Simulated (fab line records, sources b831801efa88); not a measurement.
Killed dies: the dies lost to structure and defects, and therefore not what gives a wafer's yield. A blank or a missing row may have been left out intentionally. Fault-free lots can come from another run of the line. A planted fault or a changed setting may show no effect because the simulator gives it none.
Which of the tools did it? || flow sky130 || 11 lots with 33 wafers sampled at 5 steps, on a route of 708 steps

WHAT THE GAUGES READ, wafer by wafer
SKY_GATE_OXIDE_TW_MEAS_14. Usual: GATE_OXIDE_TW typically reads 224.6, with standard deviation 1.9.
{"lot": "L978", "measured": "day 13 23:01", "on": "film-metro-02", "GATE_OXIDE_TW": "224.3 224.9 225.7", "flag": ""}
{"lot": "L979", "measured": "day 14 02:52", "on": "film-metro-04", "GATE_OXIDE_TW": "226.1 224.8 226.1", "flag": ""}
{"lot": "L980", "measured": "day 14 10:41", "on": "film-metro-01", "GATE_OXIDE_TW": "227.2 226.7 225.8", "flag": ""}
{"lot": "L981", "measured": "day 15 08:50", "on": "film-metro-04", "GATE_OXIDE_TW": "226.7 226.7 225.5", "flag": ""}
{"lot": "L988", "measured": "day 17 13:46", "on": "film-metro-04", "GATE_OXIDE_TW": "224.8 225.4 224.7", "flag": ""}
{"lot": "L989", "measured": "day 17 16:25", "on": "film-metro-02", "GATE_OXIDE_TW": "221.2 219.8 220.1", "flag": ""}
{"lot": "L991", "measured": "day 18 11:26", "on": "film-metro-04", "GATE_OXIDE_TW": "224.9 224.2 223.7", "flag": ""}
{"lot": "L992", "measured": "day 19 03:14", "on": "film-metro-04", "GATE_OXIDE_TW": "225.3 226.1 224.5", "flag": ""}
{"lot": "L997", "measured": "day 20 11:47", "on": "film-metro-04", "GATE_OXIDE_TW": "224.5 223.8 224.0", "flag": ""}
{"lot": "L100", "measured": "day 21 20:01", "on": "film-metro-01", "GATE_OXIDE_TW": "225.5 226.6 227.0", "flag": ""}
{"lot": "L101", "measured": "day 22 06:34", "on": "film-metro-04", "GATE_OXIDE_TW": "225.5 225.8 226.3", "flag": ""}

SKY_POLY_GATE_THK_MEAS_01. Usual: POLY_GATE_CVD_00_THK typically reads 180.8 nm, with standard deviation 1.2.
{"lot": "L978", "measured": "day 14 04:38", "on": "film-metro-03", "POLY_GATE_CVD_00_THK (nm)": "180.6 181.1 179.5", "flag": ""}
{"lot": "L979", "measured": "day 14 08:58", "on": "film-metro-02", "POLY_GATE_CVD_00_THK (nm)": "181.2 181.8 181.7", "flag": ""}
{"lot": "L980", "measured": "day 14 14:58", "on": "film-metro-02", "POLY_GATE_CVD_00_THK (nm)": "180.3 181.4 181.5", "flag": ""}
{"lot": "L981", "measured": "day 15 12:40", "on": "film-metro-04", "POLY_GATE_CVD_00_THK (nm)": "177.9 179.1 178.5", "flag": ""}
{"lot": "L988", "measured": "day 17 17:35", "on": "film-metro-04", "POLY_GATE_CVD_00_THK (nm)": "181.4 180.2 182.0", "flag": ""}
{"lot": "L989", "measured": "day 17 22:00", "on": "film-metro-03", "POLY_GATE_CVD_00_THK (nm)": "183.1 181.6 181.9", "flag": ""}
{"lot": "L991", "measured": "day 18 14:23", "on": "film-metro-04", "POLY_GATE_CVD_00_THK (nm)": "180.7 180.1 178.8", "flag": ""}
{"lot": "L992", "measured": "day 19 07:40", "on": "film-metro-03", "POLY_GATE_CVD_00_THK (nm)": "183.1 183.1 182.6", "flag": ""}
{"lot": "L997", "measured": "day 20 17:58", "on": "film-metro-04", "POLY_GATE_CVD_00_THK (nm)": "181.8 180.9 181.0", "flag": ""}
{"lot": "L100", "measured": "day 21 23:27", "on": "film-metro-04", "POLY_GATE_CVD_00_THK (nm)": "181.1 180.4 180.3", "flag": ""}
{"lot": "L101", "measured": "day 22 10:01", "on": "film-metro-03", "POLY_GATE_CVD_00_THK (nm)": "179.2 180.0 177.9", "flag": ""}

SKY_POLY_GATE_CD_MEAS_13: the cd target is 150 nm. Usual: 149.7 nm for cd-nm, sd 1.3.
{"lot": "L978", "measured": "day 16 13:56", "on": "cd-sem-01", "cd-nm (nm)": "151.8 150.7 150.6", "flag": ""}
{"lot": "L979", "measured": "day 16 16:21", "on": "cd-sem-01", "cd-nm (nm)": "149.0 149.8 150.7", "flag": ""}
{"lot": "L980", "measured": "day 17 00:43", "on": "cd-sem-01", "cd-nm (nm)": "146.4 146.8 145.2", "flag": ""}
{"lot": "L981", "measured": "day 17 22:13", "on": "cd-sem-02", "cd-nm (nm)": "152.3 150.7 150.9", "flag": ""}
{"lot": "L988", "measured": "day 20 10:47", "on": "cd-sem-02", "cd-nm (nm)": "151.6 150.4 150.2", "flag": ""}
{"lot": "L989", "measured": "day 20 17:40", "on": "cd-sem-02", "cd-nm (nm)": "149.5 149.6 148.0", "flag": ""}
{"lot": "L991", "measured": "day 21 05:15", "on": "cd-sem-01", "cd-nm (nm)": "149.7 149.2 149.8", "flag": ""}
{"lot": "L992", "measured": "day 21 22:21", "on": "cd-sem-02", "cd-nm (nm)": "149.4 148.9 148.1", "flag": ""}
{"lot": "L997", "measured": "day 23 08:26", "on": "cd-sem-01", "cd-nm (nm)": "149.9 150.2 149.7", "flag": ""}
{"lot": "L100", "measured": "day 24 14:24", "on": "cd-sem-01", "cd-nm (nm)": "149.4 147.4 149.0", "flag": ""}
{"lot": "L101", "measured": "day 25 01:00", "on": "cd-sem-02", "cd-nm (nm)": "149.9 149.7 149.3", "flag": ""}

SKY_LDD_HVP_TW_MEAS_10. Usual: LDD_HVP_TW typically reads 458.6, with standard deviation 2.4.
{"lot": "L978", "measured": "day 21 16:41", "on": "film-metro-01", "LDD_HVP_TW": "461.8 462.8 461.5", "flag": ""}
{"lot": "L979", "measured": "day 21 20:43", "on": "film-metro-04", "LDD_HVP_TW": "458.1 459.4 457.1", "flag": ""}
{"lot": "L980", "measured": "day 22 06:44", "on": "film-metro-03", "LDD_HVP_TW": "457.4 458.7 458.8", "flag": ""}
{"lot": "L981", "measured": "day 23 05:14", "on": "film-metro-04", "LDD_HVP_TW": "459.7 458.5 460.0", "flag": ""}
{"lot": "L988", "measured": "day 25 17:50", "on": "film-metro-03", "LDD_HVP_TW": "404.5 405.9 405.2 405.3 403.4 402.8", "flag": "OFF"}
{"lot": "L989", "measured": "day 26 00:25", "on": "film-metro-01", "LDD_HVP_TW": "406.3 403.6 408.5 406.8 403.7 406.6", "flag": "OFF"}
{"lot": "L991", "measured": "day 26 10:52", "on": "film-metro-04", "LDD_HVP_TW": "460.4 459.7 460.3", "flag": ""}
{"lot": "L992", "measured": "day 27 02:44", "on": "film-metro-01", "LDD_HVP_TW": "454.8 458.6 453.6", "flag": ""}
{"lot": "L997", "measured": "day 28 07:04", "on": "film-metro-04", "LDD_HVP_TW": "459.5 460.0 460.6", "flag": ""}
{"lot": "L100", "measured": "day 29 13:28", "on": "film-metro-04", "LDD_HVP_TW": "460.0 461.5 458.2", "flag": ""}
{"lot": "L101", "measured": "day 29 23:51", "on": "film-metro-01", "LDD_HVP_TW": "458.0 459.8 459.5", "flag": ""}

TOOL THAT RAN EACH LOT (tool first, then ch and the chambers of the sampled wafers, then the start)
{"lot": "L978", "SKY_LDD_HVP_IMPLANT_08": "implanter-03 ch 0, day 21 16:28"}
{"lot": "L979", "SKY_LDD_HVP_IMPLANT_08": "implanter-03 ch 0, day 21 20:29"}
{"lot": "L980", "SKY_LDD_HVP_IMPLANT_08": "implanter-04 ch 0, day 22 06:29"}
{"lot": "L981", "SKY_LDD_HVP_IMPLANT_08": "implanter-03 ch 0, day 23 04:59"}
{"lot": "L988", "SKY_LDD_HVP_IMPLANT_08": "implanter-02 ch 0, day 25 17:37"}
{"lot": "L989", "SKY_LDD_HVP_IMPLANT_08": "implanter-02 ch 0, day 26 00:13"}
{"lot": "L991", "SKY_LDD_HVP_IMPLANT_08": "implanter-04 ch 0, day 26 10:37"}
{"lot": "L992", "SKY_LDD_HVP_IMPLANT_08": "implanter-03 ch 0, day 27 02:29"}
{"lot": "L997", "SKY_LDD_HVP_IMPLANT_08": "implanter-04 ch 0, day 28 06:49"}
{"lot": "L100", "SKY_LDD_HVP_IMPLANT_08": "implanter-02 ch 0, day 29 13:14"}
{"lot": "L101", "SKY_LDD_HVP_IMPLANT_08": "implanter-02 ch 0, day 29 23:39"}
- SKY_LDD_HVP_IMPLANT_08

WHAT THE TOOLS THEMSELVES READ (means of the sampled wafers that have a number; where no wafer has one, the mark that the record gives instead)
SKY_LDD_HVP_IMPLANT_08. Usual: beam-energy-keV 20.001, standard deviation 0.0062; dose-ions-cm2 1.6995e+13, standard deviation 1.7e+10; faraday-current-uA 96.2, standard deviation 2.2.
{"lot": "L978", "tool": "implanter-03", "beam-energy-keV": 19.996, "dose-ions-cm2": 1.6970e+13, "faraday-current-uA": 97.3, "flag": ""}
{"lot": "L979", "tool": "implanter-03", "beam-energy-keV": 19.988, "dose-ions-cm2": 1.7012e+13, "faraday-current-uA": 98.5, "flag": ""}
{"lot": "L980", "tool": "implanter-04", "beam-energy-keV": 19.996, "dose-ions-cm2": 1.6996e+13, "faraday-current-uA": 95.8, "flag": ""}
{"lot": "L981", "tool": "implanter-03", "beam-energy-keV": 20.000, "dose-ions-cm2": 1.6998e+13, "faraday-current-uA": 93.1, "flag": ""}
{"lot": "L988", "tool": "implanter-02", "beam-energy-keV": 20.002, "dose-ions-cm2": 1.1387e+13, "faraday-current-uA": 65.1, "flag": "OFF"}
{"lot": "L989", "tool": "implanter-02", "beam-energy-keV": 20.002, "dose-ions-cm2": 1.1414e+13, "faraday-current-uA": 63.8, "flag": "OFF"}
{"lot": "L991", "tool": "implanter-04", "beam-energy-keV": 20.001, "dose-ions-cm2": 1.6985e+13, "faraday-current-uA": 96.9, "flag": ""}
{"lot": "L992", "tool": "implanter-03", "beam-energy-keV": 20.002, "dose-ions-cm2": 1.6983e+13, "faraday-current-uA": 98.0, "flag": ""}
{"lot": "L997", "tool": "implanter-04", "beam-energy-keV": 20.000, "dose-ions-cm2": 1.6970e+13, "faraday-current-uA": 96.2, "flag": ""}
{"lot": "L100", "tool": "implanter-02", "beam-energy-keV": 20.006, "dose-ions-cm2": 1.6987e+13, "faraday-current-uA": 97.2, "flag": ""}
{"lot": "L101", "tool": "implanter-02", "beam-energy-keV": 20.000, "dose-ions-cm2": 1.6983e+13, "faraday-current-uA": 96.3, "flag": ""}

THE ANSWER, worked out from the rows above alone
Rule: lot off if the mean of its wafers having a number is beyond 3 standard deviations from the usual mean. Also off: a lot with no number at a reading for which 4 or more lots have one. All remaining lots with rows at the step are treated as sound. The gauges are gone through in route order, then the tools' own readings, and for those a lot's mean is taken as printed above. The first step at which some lot is off is used, and at that step the reading that is off furthest; a lot without a number counts as furthest.
Off: L988, L989, seen at SKY_LDD_HVP_TW_MEAS_10 (LDD_HVP_TW).
If a tool, at a process step before that reading, ran all the lots that are off and no sound lot after the first of them, it fits. The gauges at SKY_LDD_HVP_TW_MEAS_10 aren't tried: what is off there is off at SKY_LDD_HVP_IMPLANT_08 too, on other tools, and a gauge's error can't cause that. None of those tried fits.

WHAT THE SIMULATOR PUT IN
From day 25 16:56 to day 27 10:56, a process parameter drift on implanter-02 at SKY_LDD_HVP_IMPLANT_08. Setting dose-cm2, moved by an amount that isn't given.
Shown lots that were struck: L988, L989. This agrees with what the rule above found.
